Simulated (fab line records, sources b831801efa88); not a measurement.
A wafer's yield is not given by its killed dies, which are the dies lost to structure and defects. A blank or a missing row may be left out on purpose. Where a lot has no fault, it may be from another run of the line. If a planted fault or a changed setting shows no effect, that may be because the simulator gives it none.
fab line records :: flow gf180mcu :: part 2 of 2: steps 30 to 40 of 40
record:
  lots: 5
  wafers: 15
  last-day: 33
route steps=602 shown M5@537 V5@540 TOP_METAL@567
lots that met no fault: taken from a fault-free run of the same line
start-h: hours from the record's first day to the start of the lot's first wafer shown :: wait-h: hours from the lot's prior step to this one :: " as in the row above :: L1.1+2: a single row standing in for several wafers :: - no value, or no start was given :: * or withheld: withheld :: < > ~ a bound
route shown NAME@n: names a module that has steps shown in the file, with the first one's number in the route :: usual: mean/standard deviation taken from wafers without a fault :: same: alike in all rows :: chamber/n: place in a boat :: sites: the reading at each site :: _std_site: their standard deviation :: _edge_site: outer sites' mean less inner sites' :: radius-mm: for every site, how far away it sits from the centre of the wafer :: mask NAME#n: copy n :: behind: the most recent tool/chamber to have shaped the wafer :: hold: reason for holding the lot/hours on hold/outcome of the hold :: device: whichever transistor did not switch (one of n, p or np) :: end of line: at the end of the route, the tests of the same wafers :: for a step that has no rows: nothing shown but its recipe :: killed: at the first sort, the dies lost to defects and structure; wafer yield is something else :: map: per-die view of a wafer (x killed, . not killed, _ where there is no die)
set.NAME: the run value of the setting; set.NAME@STEP: its run value at that earlier step :: model.NAME: the simulator's own value behind a step, which no gauge read
certain route steps with their lots: each step a table, each wafer a row
services: when a tool's chamber went out of use (start-h, in hours from the record's first day, below 0 if earlier), for how many hours, and the reason
== steps ==
step: GF_V5_CMP_26
recipe:
  stop-on: SiO2
  down-force-psi: 3.5
  platen-rpm: 60
  t-overpolish-s: 15
  target-thk-nm: 0
  pad-velocity-m-s: 0.94248
usual:
  motor-current-A: 11.2/1.1
  overpolish-run-s: 15.000/0.01
  time-to-endpoint-s: 85/3.3
lot.wafer: L079.1
tool: cmp-01
chamber: 0
start-h: 672.24
wait-h: 0.1
motor-current-A: 10.8
overpolish-run-s: 15.010
time-to-endpoint-s: 83

lot.wafer: L079.6
tool: cmp-01
chamber: 0
start-h: 672.24
wait-h: 0.1
motor-current-A: 11.0
overpolish-run-s: 15.012
time-to-endpoint-s: 80

lot.wafer: L079.5
tool: cmp-01
chamber: 1
start-h: 672.24
wait-h: 0.1
motor-current-A: 10.5
overpolish-run-s: 15.010
time-to-endpoint-s: 86

lot.wafer: L084.4
tool: cmp-02
chamber: 2
start-h: 710.81
wait-h: 0.1
motor-current-A: 11.4
overpolish-run-s: 15.007
time-to-endpoint-s: 80

lot.wafer: L084.2
tool: cmp-02
chamber: 3
start-h: 710.81
wait-h: 0.1
motor-current-A: 11.9
overpolish-run-s: 15.006
time-to-endpoint-s: 81

lot.wafer: L084.5
tool: cmp-02
chamber: 0
start-h: 710.81
wait-h: 0.1
motor-current-A: 10.4
overpolish-run-s: 15.019
time-to-endpoint-s: 81

lot.wafer: L086.1
tool: cmp-02
chamber: 3
start-h: 723.03
wait-h: 0.1
motor-current-A: 12.1
overpolish-run-s: 14.998
time-to-endpoint-s: 88

lot.wafer: L086.4
tool: cmp-02
chamber: 1
start-h: 723.03
wait-h: 0.1
motor-current-A: 11.6
overpolish-run-s: 15.002
time-to-endpoint-s: 88

lot.wafer: L086.6
tool: cmp-02
chamber: 3
start-h: 723.03
wait-h: 0.1
motor-current-A: 11.2
overpolish-run-s: 14.991
time-to-endpoint-s: 86

lot.wafer: L087.1
tool: cmp-01
chamber: 1
start-h: 725.39
wait-h: 0.1
motor-current-A: 11.0
overpolish-run-s: 14.993
time-to-endpoint-s: 89

lot.wafer: L087.2
tool: cmp-01
chamber: 2
start-h: 725.39
wait-h: 0.1
motor-current-A: 12.5
overpolish-run-s: 15.003
time-to-endpoint-s: 83

lot.wafer: L087.4
tool: cmp-01
chamber: 3
start-h: 725.39
wait-h: 0.1
motor-current-A: 9.3
overpolish-run-s: 15.016
time-to-endpoint-s: 84

lot.wafer: L090.2
tool: cmp-01
chamber: 2
start-h: 744.79
wait-h: 0.6
motor-current-A: 13.3
overpolish-run-s: 14.991
time-to-endpoint-s: 82

lot.wafer: L090.4
tool: cmp-01
chamber: 3
start-h: 744.79
wait-h: 0.6
motor-current-A: 9.0
overpolish-run-s: 14.978
time-to-endpoint-s: 82

lot.wafer: L090.6
tool: cmp-01
chamber: 3
start-h: 744.79
wait-h: 0.6
motor-current-A: 9.5
overpolish-run-s: 14.994
time-to-endpoint-s: 80
step: GF_TOP_METAL_SPUTTER_00
recipe:
  material: Ti
  target-thk-nm: 37.5
  arriving-ion-energy-ev: 80
  substrate-temp-c: 200
  chamber-pressure-pa: 2
  power-w: 4000
  time-s: 150
usual:
  throttle-valve-pct: 30.2/0.76
lot.wafer: L079.1
tool: pvd-sputter-03
chamber: -
start-h: 672.54
wait-h: 0.2
throttle-valve-pct: 29.4

lot.wafer: L079.5
tool: pvd-sputter-03
chamber: -
start-h: 672.54
wait-h: 0.2
throttle-valve-pct: 30.9

lot.wafer: L079.6
tool: pvd-sputter-03
chamber: -
start-h: 672.54
wait-h: 0.2
throttle-valve-pct: 29.8

lot.wafer: L084.2
tool: pvd-sputter-01
chamber: -
start-h: 711.01
wait-h: 0.1
throttle-valve-pct: 31.2

lot.wafer: L084.4
tool: pvd-sputter-01
chamber: -
start-h: 711.01
wait-h: 0.1
throttle-valve-pct: 29.2

lot.wafer: L084.5
tool: pvd-sputter-01
chamber: -
start-h: 711.01
wait-h: 0.1
throttle-valve-pct: 28.8

lot.wafer: L086.1
tool: pvd-sputter-03
chamber: -
start-h: 723.33
wait-h: 0.2
throttle-valve-pct: 31.2

lot.wafer: L086.4
tool: pvd-sputter-03
chamber: -
start-h: 723.33
wait-h: 0.2
throttle-valve-pct: 30.7

lot.wafer: L086.6
tool: pvd-sputter-03
chamber: -
start-h: 723.33
wait-h: 0.2
throttle-valve-pct: 30.6

lot.wafer: L087.1
tool: pvd-sputter-04
chamber: -
start-h: 725.66
wait-h: 0.2
throttle-valve-pct: 30.7

lot.wafer: L087.2
tool: pvd-sputter-04
chamber: -
start-h: 725.66
wait-h: 0.2
throttle-valve-pct: 30.7

lot.wafer: L087.4
tool: pvd-sputter-04
chamber: -
start-h: 725.66
wait-h: 0.2
throttle-valve-pct: 29.4

lot.wafer: L090.2
tool: pvd-sputter-04
chamber: -
start-h: 745.09
wait-h: 0.2
throttle-valve-pct: 30.7

lot.wafer: L090.4
tool: pvd-sputter-04
chamber: -
start-h: 745.09
wait-h: 0.2
throttle-valve-pct: 30.6

lot.wafer: L090.6
tool: pvd-sputter-04
chamber: -
start-h: 745.09
wait-h: 0.2
throttle-valve-pct: 30.6
step: GF_TOP_METAL_SPUTTER_01
recipe:
  material: TiN
  target-thk-nm: 30
  power-w: 6500
  time-s: 25
  chamber-pressure-pa: 0.4
usual:
  throttle-valve-pct: 30.2/0.77
lot.wafer: L079.1
tool: pvd-sputter-03
chamber: -
start-h: 672.64
wait-h: 0.1
throttle-valve-pct: 29.8

lot.wafer: L079.5
tool: pvd-sputter-03
chamber: -
start-h: 672.64
wait-h: 0.1
throttle-valve-pct: 30.6

lot.wafer: L079.6
tool: pvd-sputter-03
chamber: -
start-h: 672.64
wait-h: 0.1
throttle-valve-pct: 29.5

lot.wafer: L084.2
tool: pvd-sputter-01
chamber: -
start-h: 711.11
wait-h: 0.1
throttle-valve-pct: 31.1

lot.wafer: L084.4
tool: pvd-sputter-01
chamber: -
start-h: 711.11
wait-h: 0.1
throttle-valve-pct: 29.3

lot.wafer: L084.5
tool: pvd-sputter-01
chamber: -
start-h: 711.11
wait-h: 0.1
throttle-valve-pct: 28.8

lot.wafer: L086.1
tool: pvd-sputter-03
chamber: -
start-h: 723.43
wait-h: 0.1
throttle-valve-pct: 30.8

lot.wafer: L086.4
tool: pvd-sputter-03
chamber: -
start-h: 723.43
wait-h: 0.1
throttle-valve-pct: 30.6

lot.wafer: L086.6
tool: pvd-sputter-03
chamber: -
start-h: 723.43
wait-h: 0.1
throttle-valve-pct: 30.9

lot.wafer: L087.1
tool: pvd-sputter-04
chamber: -
start-h: 725.76
wait-h: 0.1
throttle-valve-pct: 30.5

lot.wafer: L087.2
tool: pvd-sputter-04
chamber: -
start-h: 725.76
wait-h: 0.1
throttle-valve-pct: 30.5

lot.wafer: L087.4
tool: pvd-sputter-04
chamber: -
start-h: 725.76
wait-h: 0.1
throttle-valve-pct: 29.1

lot.wafer: L090.2
tool: pvd-sputter-04
chamber: -
start-h: 745.19
wait-h: 0.1
throttle-valve-pct: 30.7

lot.wafer: L090.4
tool: pvd-sputter-04
chamber: -
start-h: 745.19
wait-h: 0.1
throttle-valve-pct: 30.3

lot.wafer: L090.6
tool: pvd-sputter-04
chamber: -
start-h: 745.19
wait-h: 0.1
throttle-valve-pct: 30.7
step: GF_TOP_METAL_SPUTTER_02
recipe:
  material: AlCu
  target-thk-nm: 900
  power-w: 10600
  chamber-pressure-pa: 0.3
  substrate-temp-c: 250
  gas: Ar
  time-s: 46.16
usual:
  throttle-valve-pct: 30.3/0.77
lot.wafer: L079.1
tool: pvd-sputter-03
chamber: -
start-h: 672.67
wait-h: 0.0
throttle-valve-pct: 29.5

lot.wafer: L079.5
tool: pvd-sputter-03
chamber: -
start-h: 672.67
wait-h: 0.0
throttle-valve-pct: 30.7

lot.wafer: L079.6
tool: pvd-sputter-03
chamber: -
start-h: 672.67
wait-h: 0.0
throttle-valve-pct: 29.8

lot.wafer: L084.2
tool: pvd-sputter-01
chamber: -
start-h: 711.14
wait-h: 0.0
throttle-valve-pct: 31.1

lot.wafer: L084.4
tool: pvd-sputter-01
chamber: -
start-h: 711.14
wait-h: 0.0
throttle-valve-pct: 29.3

lot.wafer: L084.5
tool: pvd-sputter-01
chamber: -
start-h: 711.14
wait-h: 0.0
throttle-valve-pct: 28.8

lot.wafer: L086.1
tool: pvd-sputter-03
chamber: -
start-h: 723.46
wait-h: 0.0
throttle-valve-pct: 30.9

lot.wafer: L086.4
tool: pvd-sputter-03
chamber: -
start-h: 723.46
wait-h: 0.0
throttle-valve-pct: 30.8

lot.wafer: L086.6
tool: pvd-sputter-03
chamber: -
start-h: 723.46
wait-h: 0.0
throttle-valve-pct: 30.7

lot.wafer: L087.1
tool: pvd-sputter-04
chamber: -
start-h: 725.79
wait-h: 0.0
throttle-valve-pct: 30.7

lot.wafer: L087.2
tool: pvd-sputter-04
chamber: -
start-h: 725.79
wait-h: 0.0
throttle-valve-pct: 30.8

lot.wafer: L087.4
tool: pvd-sputter-04
chamber: -
start-h: 725.79
wait-h: 0.0
throttle-valve-pct: 29.3

lot.wafer: L090.2
tool: pvd-sputter-04
chamber: -
start-h: 745.22
wait-h: 0.0
throttle-valve-pct: 30.6

lot.wafer: L090.4
tool: pvd-sputter-04
chamber: -
start-h: 745.22
wait-h: 0.0
throttle-valve-pct: 30.3

lot.wafer: L090.6
tool: pvd-sputter-04
chamber: -
start-h: 745.22
wait-h: 0.0
throttle-valve-pct: 30.8
step: GF_TOP_METAL_SPUTTER_03
recipe:
  material: Ti
  target-thk-nm: 5
  substrate-temp-c: 300
  chamber-pressure-pa: 0.3
  power-w: 3000
  time-s: 3.3
usual:
  throttle-valve-pct: 30.2/0.78
lot.wafer: L079.1
tool: pvd-sputter-03
chamber: -
start-h: 672.71
wait-h: 0.0
throttle-valve-pct: 29.4

lot.wafer: L079.5
tool: pvd-sputter-03
chamber: -
start-h: 672.71
wait-h: 0.0
throttle-valve-pct: 30.7

lot.wafer: L079.6
tool: pvd-sputter-03
chamber: -
start-h: 672.71
wait-h: 0.0
throttle-valve-pct: 29.3

lot.wafer: L084.2
tool: pvd-sputter-01
chamber: -
start-h: 711.18
wait-h: 0.0
throttle-valve-pct: 31.3

lot.wafer: L084.4
tool: pvd-sputter-01
chamber: -
start-h: 711.18
wait-h: 0.0
throttle-valve-pct: 29.3

lot.wafer: L084.5
tool: pvd-sputter-01
chamber: -
start-h: 711.18
wait-h: 0.0
throttle-valve-pct: 28.9

lot.wafer: L086.1
tool: pvd-sputter-03
chamber: -
start-h: 723.51
wait-h: 0.0
throttle-valve-pct: 30.7

lot.wafer: L086.4
tool: pvd-sputter-03
chamber: -
start-h: 723.51
wait-h: 0.0
throttle-valve-pct: 30.6

lot.wafer: L086.6
tool: pvd-sputter-03
chamber: -
start-h: 723.51
wait-h: 0.0
throttle-valve-pct: 30.7

lot.wafer: L087.1
tool: pvd-sputter-04
chamber: -
start-h: 725.83
wait-h: 0.0
throttle-valve-pct: 30.6

lot.wafer: L087.2
tool: pvd-sputter-04
chamber: -
start-h: 725.83
wait-h: 0.0
throttle-valve-pct: 30.8

lot.wafer: L087.4
tool: pvd-sputter-04
chamber: -
start-h: 725.83
wait-h: 0.0
throttle-valve-pct: 29.0

lot.wafer: L090.2
tool: pvd-sputter-04
chamber: -
start-h: 745.26
wait-h: 0.0
throttle-valve-pct: 30.6

lot.wafer: L090.4
tool: pvd-sputter-04
chamber: -
start-h: 745.26
wait-h: 0.0
throttle-valve-pct: 30.4

lot.wafer: L090.6
tool: pvd-sputter-04
chamber: -
start-h: 745.26
wait-h: 0.0
throttle-valve-pct: 30.7
step: GF_TOP_METAL_SPUTTER_04
recipe:
  material: TiN
  target-thk-nm: 25
  power-w: 6500
  time-s: 20.8
  chamber-pressure-pa: 0.4
usual:
  throttle-valve-pct: 30.2/0.76
lot.wafer: L079.1
tool: pvd-sputter-03
chamber: -
start-h: 672.73
wait-h: 0.0
throttle-valve-pct: 29.8

lot.wafer: L079.5
tool: pvd-sputter-03
chamber: -
start-h: 672.73
wait-h: 0.0
throttle-valve-pct: 30.4

lot.wafer: L079.6
tool: pvd-sputter-03
chamber: -
start-h: 672.73
wait-h: 0.0
throttle-valve-pct: 29.5

lot.wafer: L084.2
tool: pvd-sputter-01
chamber: -
start-h: 711.20
wait-h: 0.0
throttle-valve-pct: 31.4

lot.wafer: L084.4
tool: pvd-sputter-01
chamber: -
start-h: 711.20
wait-h: 0.0
throttle-valve-pct: 29.3

lot.wafer: L084.5
tool: pvd-sputter-01
chamber: -
start-h: 711.20
wait-h: 0.0
throttle-valve-pct: 28.9

lot.wafer: L086.1
tool: pvd-sputter-03
chamber: -
start-h: 723.52
wait-h: 0.0
throttle-valve-pct: 30.8

lot.wafer: L086.4
tool: pvd-sputter-03
chamber: -
start-h: 723.52
wait-h: 0.0
throttle-valve-pct: 30.9

lot.wafer: L086.6
tool: pvd-sputter-03
chamber: -
start-h: 723.52
wait-h: 0.0
throttle-valve-pct: 30.6

lot.wafer: L087.1
tool: pvd-sputter-04
chamber: -
start-h: 725.85
wait-h: 0.0
throttle-valve-pct: 30.6

lot.wafer: L087.2
tool: pvd-sputter-04
chamber: -
start-h: 725.85
wait-h: 0.0
throttle-valve-pct: 30.8

lot.wafer: L087.4
tool: pvd-sputter-04
chamber: -
start-h: 725.85
wait-h: 0.0
throttle-valve-pct: 29.3

lot.wafer: L090.2
tool: pvd-sputter-04
chamber: -
start-h: 745.28
wait-h: 0.0
throttle-valve-pct: 30.8

lot.wafer: L090.4
tool: pvd-sputter-04
chamber: -
start-h: 745.28
wait-h: 0.0
throttle-valve-pct: 30.5

lot.wafer: L090.6
tool: pvd-sputter-04
chamber: -
start-h: 745.28
wait-h: 0.0
throttle-valve-pct: 30.4
step: GF_TOP_METAL_RS_MEAS_05
recipe:
  thk-meas-gauge: four-point-probe
  reads: TiN_of_TOP_METAL_SPUTTER_04+Ti_of_TOP_METAL_SPUTTER_03+AlCu_of_TOP_METAL_SPUTTER_02+TiN_of_TOP_METAL_SPUTTER_01+Ti_of_TOP_METAL_SPUTTER_00
usual:
  TOP_METAL_ALCU_RS: 0.0339/0.00043
lot.wafer: L079.1
tool: film-metro-04
chamber: -
start-h: 672.76
wait-h: 0.0
TOP_METAL_ALCU_RS[ohm/sq]: 0.0342

lot.wafer: L079.5
tool: film-metro-04
chamber: -
start-h: 672.76
wait-h: 0.0
TOP_METAL_ALCU_RS[ohm/sq]: 0.0339

lot.wafer: L079.6
tool: film-metro-04
chamber: -
start-h: 672.76
wait-h: 0.0
TOP_METAL_ALCU_RS[ohm/sq]: 0.0341

lot.wafer: L084.2
tool: film-metro-02
chamber: -
start-h: 711.25
wait-h: 0.0
TOP_METAL_ALCU_RS[ohm/sq]: 0.0346

lot.wafer: L084.4
tool: film-metro-02
chamber: -
start-h: 711.25
wait-h: 0.0
TOP_METAL_ALCU_RS[ohm/sq]: 0.0345

lot.wafer: L084.5
tool: film-metro-02
chamber: -
start-h: 711.25
wait-h: 0.0
TOP_METAL_ALCU_RS[ohm/sq]: 0.0344

lot.wafer: L086.1
tool: film-metro-02
chamber: -
start-h: 723.55
wait-h: 0.0
TOP_METAL_ALCU_RS[ohm/sq]: 0.0342

lot.wafer: L086.4
tool: film-metro-02
chamber: -
start-h: 723.55
wait-h: 0.0
TOP_METAL_ALCU_RS[ohm/sq]: 0.0342

lot.wafer: L086.6
tool: film-metro-02
chamber: -
start-h: 723.55
wait-h: 0.0
TOP_METAL_ALCU_RS[ohm/sq]: 0.0337

lot.wafer: L087.1
tool: film-metro-04
chamber: -
start-h: 725.88
wait-h: 0.0
TOP_METAL_ALCU_RS[ohm/sq]: 0.0334

lot.wafer: L087.2
tool: film-metro-04
chamber: -
start-h: 725.88
wait-h: 0.0
TOP_METAL_ALCU_RS[ohm/sq]: 0.0338

lot.wafer: L087.4
tool: film-metro-04
chamber: -
start-h: 725.88
wait-h: 0.0
TOP_METAL_ALCU_RS[ohm/sq]: 0.0339

lot.wafer: L090.2
tool: film-metro-02
chamber: -
start-h: 745.33
wait-h: 0.0
TOP_METAL_ALCU_RS[ohm/sq]: 0.0342

lot.wafer: L090.4
tool: film-metro-02
chamber: -
start-h: 745.33
wait-h: 0.0
TOP_METAL_ALCU_RS[ohm/sq]: 0.0335

lot.wafer: L090.6
tool: film-metro-02
chamber: -
start-h: 745.33
wait-h: 0.0
TOP_METAL_ALCU_RS[ohm/sq]: 0.0338
step: GF_TOP_METAL_THK_MEAS_06
recipe:
  thk-meas-gauge: xrf
  reads: AlCu_of_TOP_METAL_SPUTTER_02
usual:
  TOP_METAL_ALCU_THK: 872/13
lot.wafer: L079.1
tool: film-metro-04
chamber: -
start-h: 672.88
wait-h: 0.1
TOP_METAL_ALCU_THK[nm]: 852

lot.wafer: L079.5
tool: film-metro-04
chamber: -
start-h: 672.88
wait-h: 0.1
TOP_METAL_ALCU_THK[nm]: 858

lot.wafer: L079.6
tool: film-metro-04
chamber: -
start-h: 672.88
wait-h: 0.1
TOP_METAL_ALCU_THK[nm]: 855

lot.wafer: L084.2
tool: film-metro-02
chamber: -
start-h: 711.36
wait-h: 0.1
TOP_METAL_ALCU_THK[nm]: 855

lot.wafer: L084.4
tool: film-metro-02
chamber: -
start-h: 711.36
wait-h: 0.1
TOP_METAL_ALCU_THK[nm]: 855

lot.wafer: L084.5
tool: film-metro-02
chamber: -
start-h: 711.36
wait-h: 0.1
TOP_METAL_ALCU_THK[nm]: 856

lot.wafer: L086.1
tool: film-metro-02
chamber: -
start-h: 723.67
wait-h: 0.1
TOP_METAL_ALCU_THK[nm]: 862

lot.wafer: L086.4
tool: film-metro-02
chamber: -
start-h: 723.67
wait-h: 0.1
TOP_METAL_ALCU_THK[nm]: 869

lot.wafer: L086.6
tool: film-metro-02
chamber: -
start-h: 723.67
wait-h: 0.1
TOP_METAL_ALCU_THK[nm]: 880

lot.wafer: L087.1
tool: film-metro-04
chamber: -
start-h: 726.00
wait-h: 0.1
TOP_METAL_ALCU_THK[nm]: 876

lot.wafer: L087.2
tool: film-metro-04
chamber: -
start-h: 726.00
wait-h: 0.1
TOP_METAL_ALCU_THK[nm]: 871

lot.wafer: L087.4
tool: film-metro-04
chamber: -
start-h: 726.00
wait-h: 0.1
TOP_METAL_ALCU_THK[nm]: 864

lot.wafer: L090.2
tool: film-metro-02
chamber: -
start-h: 745.44
wait-h: 0.1
TOP_METAL_ALCU_THK[nm]: 872

lot.wafer: L090.4
tool: film-metro-02
chamber: -
start-h: 745.44
wait-h: 0.1
TOP_METAL_ALCU_THK[nm]: 891

lot.wafer: L090.6
tool: film-metro-02
chamber: -
start-h: 745.44
wait-h: 0.1
TOP_METAL_ALCU_THK[nm]: 888
step: GF_TOP_METAL_DEHYDRATE_07
recipe:
  temp-c: 200
  time-s: 60
lot.wafer: L079.1+5+6
tool: litho-track-02
chamber: 0
start-h: 681.29
wait-h: 8.4

lot.wafer: L084.2+4+5
tool: litho-track-02
chamber: 0
start-h: 719.91
wait-h: 8.5

lot.wafer: L086.1+4+6
tool: litho-track-01
chamber: 0
start-h: 731.90
wait-h: 8.2

lot.wafer: L087.1+2+4
tool: litho-track-03
chamber: 0
start-h: 734.21
wait-h: 8.2

lot.wafer: L090.2+4+6
tool: litho-track-02
chamber: 0
start-h: 753.21
wait-h: 7.8
step: GF_TOP_METAL_HMDS_08
recipe:
  prime-time-s: 60
  prime-temp-c: 120
lot.wafer: L079.1+5+6
tool: litho-track-02
chamber: 0
start-h: 681.44
wait-h: 0.1

lot.wafer: L084.2+4+5
tool: litho-track-02
chamber: 0
start-h: 720.06
wait-h: 0.1

lot.wafer: L086.1+4+6
tool: litho-track-01
chamber: 0
start-h: 732.05
wait-h: 0.1

lot.wafer: L087.1+2+4
tool: litho-track-03
chamber: 0
start-h: 734.36
wait-h: 0.1

lot.wafer: L090.2+4+6
tool: litho-track-02
chamber: 0
start-h: 753.36
wait-h: 0.1
step: GF_TOP_METAL_COAT_09
recipe:
  resist: NOVOLAK
  spin-rpm: 3000
  resist-thk-nm: 1500
lot.wafer: L079.1+5+6
tool: litho-track-02
chamber: 0
start-h: 681.59
wait-h: 0.1

lot.wafer: L084.2+4+5
tool: litho-track-02
chamber: 0
start-h: 720.21
wait-h: 0.1

lot.wafer: L086.1+4+6
tool: litho-track-01
chamber: 0
start-h: 732.20
wait-h: 0.1

lot.wafer: L087.1+2+4
tool: litho-track-03
chamber: 0
start-h: 734.51
wait-h: 0.1

lot.wafer: L090.2+4+6
tool: litho-track-02
chamber: 0
start-h: 753.51
wait-h: 0.1
== services ==
tool: krf-scanner-02
chamber: -
start-h: 629.10
hours: 0.8
kind: pm

tool: plasma-asher-03
chamber: -
start-h: 629.93
hours: 2.8
kind: pm

tool: rie-diel-04
chamber: 2
start-h: 632.51
hours: 3.1
kind: repair

tool: krf-scanner-02
chamber: -
start-h: 636.07
hours: 1.3
kind: repair

tool: pvd-sputter-01
chamber: -
start-h: 643.36
hours: 3.2
kind: repair

tool: rie-diel-04
chamber: 2
start-h: 645.97
hours: 15.5
kind: repair

tool: krf-scanner-02
chamber: -
start-h: 658.23
hours: 0.8
kind: pm

tool: cmp-01
chamber: -
start-h: 666.36
hours: 3.0
kind: pm

tool: pecvd-02
chamber: 1
start-h: 670.56
hours: 6.2
kind: repair

tool: wet-bench-02
chamber: -
start-h: 678.93
hours: 4.6
kind: repair

tool: rie-diel-04
chamber: 2
start-h: 684.51
hours: 5.4
kind: repair

tool: pvd-sputter-01
chamber: -
start-h: 689.39
hours: 16.9
kind: repair

tool: pvd-sputter-04
chamber: -
start-h: 693.75
hours: 5.1
kind: repair

tool: krf-scanner-02
chamber: -
start-h: 696.01
hours: 1.3
kind: pm

tool: pecvd-02
chamber: -
start-h: 714.26
hours: 0.8
kind: repair

tool: hdpcvd-02
chamber: 1
start-h: 715.86
hours: 3.6
kind: repair

tool: krf-scanner-02
chamber: -
start-h: 721.11
hours: 4.0
kind: pm

tool: cmp-02
chamber: -
start-h: 724.31
hours: 0.8
kind: repair

tool: cmp-02
chamber: -
start-h: 724.56
hours: 2.7
kind: repair

tool: rie-diel-04
chamber: 1
start-h: 725.82
hours: 2.6
kind: repair

tool: pvd-sputter-04
chamber: -
start-h: 730.86
hours: 3.7
kind: repair

tool: plasma-asher-03
chamber: -
start-h: 733.75
hours: 9.0
kind: pm

tool: cmp-01
chamber: -
start-h: 744.04
hours: 0.4
kind: repair

tool: cmp-02
chamber: -
start-h: 744.11
hours: 4.0
kind: pm
